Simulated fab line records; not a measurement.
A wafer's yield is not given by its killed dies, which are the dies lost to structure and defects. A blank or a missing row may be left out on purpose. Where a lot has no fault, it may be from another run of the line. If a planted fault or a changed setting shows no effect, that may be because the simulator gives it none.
fab line records ; flow gf180mcu
[record] lots = 5; wafers = 15; last_day = 33
route steps=602 shown HV_LDD@186
lots that met no fault: from a run of the same line without faults
start_h: start of the lot's first displayed wafer, in hours after the record's first day ; wait_h: hours since the lot's step before ; " as in the row above ; L1.1+2: a row that stands for several wafers ; - value missing, or start not given ; * or withheld: withheld ; < > ~ a bound
route shown NAME@n: NAME is a module with steps in the file, n the number in the route of the first one ; usual: mean/standard deviation of fault-free wafers ; same: alike in all rows ; chamber/n: place in a boat ; sites: the reading at each site ; _std_site: standard deviation across them ; _edge_site: outer sites' mean less inner sites' ; radius_mm: for every site, how far away it sits from the centre of the wafer ; mask NAME#n: copy n ; behind: the most recent tool/chamber to have shaped the wafer ; hold: why the lot was held/for how many hours/how that ended ; device: transistor that didn't switch, given as n, p or np ; end of line: tests of these same wafers at the route's end ; for a step that has no rows: nothing shown but its recipe ; killed: at the first sort, the dies lost to defects and structure; wafer yield is something else ; map: a wafer's dies, marking killed ones x, the rest . and places with no die _
set.NAME: the setting the step ran with; set.NAME@STEP: the setting that earlier step ran with ; model.NAME: the simulator's own value behind a step, which no gauge read
lots seen at some steps along the route; tables by step, rows by wafer
services: the hour from which a tool's chamber was out of use, counted from the record's first day as start_h (under 0 if before that day), plus the number of hours and why
[[steps]]
[step GF_HV_LDD_STRIP_10]
[recipe] chemistry = O2/N2; power_w = 1400; pressure_mtorr = 1500; platen_temp_c = 250; o2_flow_sccm = 3000; n2_flow_sccm = 300; overash_fraction = 0.5
[usual] drypump_motor_current_A = 5.8/0.45; heater_power_w = 327/21; oes_product_au = 0.715/0.0043; strip_time_to_endpoint_s = 12.64/0.034
[same] overash_fraction = 0.5
lot.wafer;tool;chamber;start_h;wait_h;drypump_motor_current_A;heater_power_w;oes_product_au;rf_hours_counter_h;strip_time_to_endpoint_s
L078.2;plasma_asher-02;1;245.56;0.1;5.2;322;0.716;12;12.63
L078.5;plasma_asher-02;0;245.56;0.1;5.4;286;0.713;-;12.59
L078.6;plasma_asher-02;1;245.56;0.1;5.2;308;0.719;-;12.64
L079.2;plasma_asher-03;1;250.36;0.1;5.3;345;0.713;63;12.59
L079.5;plasma_asher-03;1;250.36;0.1;5.3;325;0.711;-;12.61
L079.6;plasma_asher-03;0;250.36;0.1;6.1;354;0.721;-;12.63
L086.2;plasma_asher-02;1;311.41;0.1;5.1;309;0.707;19;12.63
L086.3;plasma_asher-02;1;311.41;0.1;5.1;324;0.717;-;12.63
L086.6;plasma_asher-02;1;311.41;0.1;5.1;315;0.714;-;12.64
L093.2;plasma_asher-03;1;357.36;0.1;5.3;331;0.717;74;12.67
L093.3;plasma_asher-03;1;357.36;0.1;5.3;338;0.713;-;12.64
L093.6;plasma_asher-03;0;357.36;0.1;6.1;356;0.714;-;12.65
L094.2;plasma_asher-04;1;367.01;0.1;6.2;328;0.712;68;12.57
L094.5;plasma_asher-04;1;367.01;0.1;6.2;336;0.723;-;12.62
L094.6;plasma_asher-04;0;367.01;0.1;6.2;325;0.715;-;12.54
[step GF_HV_LDD_TW_MEAS_11]
[usual] HV_LDD_TW = 2413/25
lot.wafer;tool;chamber;start_h;wait_h;HV_LDD_TW
L078.2;film_metro-01;-;245.67;0.1;2431
L078.5;film_metro-01;-;245.67;0.1;2422
L078.6;film_metro-01;-;245.67;0.1;2427
L079.2;film_metro-02;-;250.47;0.1;2411
L079.5;film_metro-02;-;250.47;0.1;2414
L079.6;film_metro-02;-;250.47;0.1;2413
L086.2;film_metro-01;-;311.52;0.1;2412
L086.3;film_metro-01;-;311.52;0.1;2422
L086.6;film_metro-01;-;311.52;0.1;2428
L093.2;film_metro-04;-;357.47;0.1;2392
L093.3;film_metro-04;-;357.47;0.1;2390
L093.6;film_metro-04;-;357.47;0.1;2392
L094.2;film_metro-01;-;367.12;0.1;2448
L094.5;film_metro-01;-;367.12;0.1;2455
L094.6;film_metro-01;-;367.12;0.1;2452
[step GF_HV_LDD_DEHYDRATE_12]
[recipe] temp_c = 200; time_s = 60
[usual] plate_temp_C = 200.04/0.18; resist_line_temp_C = 23.00/0.11
lot.wafer;tool;chamber;start_h;wait_h;plate_temp_C;resist_line_temp_C
L078.2;litho_track-03;0;254.48;8.8;199.59;23.06
L078.5;litho_track-03;0;254.48;8.8;199.74;23.19
L078.6;litho_track-03;0;254.48;8.8;199.90;23.19
L079.2;litho_track-04;0;259.48;9.0;200.24;22.82
L079.5;litho_track-04;0;259.48;9.0;200.43;22.75
L079.6;litho_track-04;0;259.48;9.0;200.10;22.82
L086.2;litho_track-01;0;320.85;9.3;200.32;23.01
L086.3;litho_track-01;0;320.85;9.3;200.29;22.91
L086.6;litho_track-01;0;320.85;9.3;200.26;22.82
L093.2;litho_track-01;0;367.55;10.1;199.83;23.03
L093.3;litho_track-01;0;367.55;10.1;199.72;22.97
L093.6;litho_track-01;0;367.55;10.1;199.87;22.99
L094.2;litho_track-04;0;377.28;10.1;200.05;23.28
L094.5;litho_track-04;0;377.28;10.1;199.90;23.14
L094.6;litho_track-04;0;377.28;10.1;200.21;23.15
[step GF_HV_LDD_HMDS_13]
[recipe] prime_time_s = 60; prime_temp_c = 120
[usual] prime_temp_c = 119.98/0.14; resist_line_temp_C = 23.01/0.099
lot.wafer;tool;chamber;start_h;wait_h;prime_temp_c;resist_line_temp_C
L078.2;litho_track-03;0;254.63;0.1;119.77;23.06
L078.5;litho_track-03;0;254.63;0.1;119.61;23.07
L078.6;litho_track-03;0;254.63;0.1;119.61;22.92
L079.2;litho_track-04;0;259.63;0.1;120.00;22.94
L079.5;litho_track-04;0;259.63;0.1;119.95;22.98
L079.6;litho_track-04;0;259.63;0.1;119.93;23.09
L086.2;litho_track-01;0;321.00;0.1;119.89;23.00
L086.3;litho_track-01;0;321.00;0.1;120.03;22.84
L086.6;litho_track-01;0;321.00;0.1;120.12;23.00
L093.2;litho_track-01;0;367.70;0.1;119.89;23.02
L093.3;litho_track-01;0;367.70;0.1;119.79;23.00
L093.6;litho_track-01;0;367.70;0.1;119.82;23.07
L094.2;litho_track-04;0;377.43;0.1;120.16;23.04
L094.5;litho_track-04;0;377.43;0.1;120.27;22.88
L094.6;litho_track-04;0;377.43;0.1;120.14;23.01
[step GF_HV_LDD_COAT_14]
[recipe] resist = NOVOLAK; spin_rpm = 3000; resist_thk_nm = 1000
[usual] resist_line_temp_C = 23.02/0.11
lot.wafer;tool;chamber;start_h;wait_h;resist_line_temp_C
L078.2;litho_track-03;0;254.78;0.1;23.23
L078.5;litho_track-03;0;254.78;0.1;23.16
L078.6;litho_track-03;0;254.78;0.1;23.20
L079.2;litho_track-04;0;259.78;0.1;22.87
L079.5;litho_track-04;0;259.78;0.1;23.22
L079.6;litho_track-04;0;259.78;0.1;22.84
L086.2;litho_track-01;0;321.15;0.1;22.99
L086.3;litho_track-01;0;321.15;0.1;22.80
L086.6;litho_track-01;0;321.15;0.1;22.85
L093.2;litho_track-01;0;367.85;0.1;22.80
L093.3;litho_track-01;0;367.85;0.1;22.99
L093.6;litho_track-01;0;367.85;0.1;23.00
L094.2;litho_track-04;0;377.58;0.1;23.12
L094.5;litho_track-04;0;377.58;0.1;23.07
L094.6;litho_track-04;0;377.58;0.1;23.18
[step GF_HV_LDD_SOFTBAKE_15]
[recipe] temp_c = 90; time_s = 60; resist = NOVOLAK
[usual] plate_temp_C = 90.00/0.12; resist_line_temp_C = 22.99/0.099
lot.wafer;tool;chamber;start_h;wait_h;plate_temp_C;resist_line_temp_C
L078.2;litho_track-03;0;254.93;0.1;90.09;22.85
L078.5;litho_track-03;0;254.93;0.1;90.02;22.83
L078.6;litho_track-03;0;254.93;0.1;90.01;22.86
L079.2;litho_track-04;0;259.93;0.1;90.34;22.89
L079.5;litho_track-04;0;259.93;0.1;90.13;22.98
L079.6;litho_track-04;0;259.93;0.1;90.01;23.12
L086.2;litho_track-01;0;321.30;0.1;89.96;23.09
L086.3;litho_track-01;0;321.30;0.1;90.02;22.88
L086.6;litho_track-01;0;321.30;0.1;89.99;22.97
L093.2;litho_track-01;0;368.00;0.1;89.77;23.12
L093.3;litho_track-01;0;368.00;0.1;89.97;22.87
L093.6;litho_track-01;0;368.00;0.1;89.88;22.79
L094.2;litho_track-04;0;377.73;0.1;89.98;23.00
L094.5;litho_track-04;0;377.73;0.1;90.01;23.09
L094.6;litho_track-04;0;377.73;0.1;90.02;23.02
[step GF_HV_LDD_EXPOSE_16]
[recipe] mask_id = Pplus_LV_AREA; target_cd_nm = 400; na = 0.6; source_shape = conventional; sigma_outer = 0.6; dose_mj = 140
lot.wafer;tool;chamber;start_h;wait_h;mask
L078.2+5+6;iline_stepper-01;0;-;-;Pplus_LV_AREA#0
L079.2+5+6;iline_stepper-01;0;-;-;Pplus_LV_AREA#0
L086.2+3+6;iline_stepper-01;0;-;-;Pplus_LV_AREA#0
L093.2+3+6;iline_stepper-02;0;-;-;Pplus_LV_AREA#0
L094.2+5+6;iline_stepper-02;0;-;-;Pplus_LV_AREA#0
[[services]]
tool;chamber;start_h;hours;kind
iline_stepper-01;-;231.01;1.7;pm
iline_stepper-02;-;252.40;2.7;repair
plasma_asher-04;-;267.37;4.0;repair
plasma_asher-03;-;279.84;2.5;repair
plasma_asher-04;-;317.19;2.1;repair
plasma_asher-02;-;323.50;3.2;repair
plasma_asher-04;-;326.28;0.4;repair
[[key]]
fault none
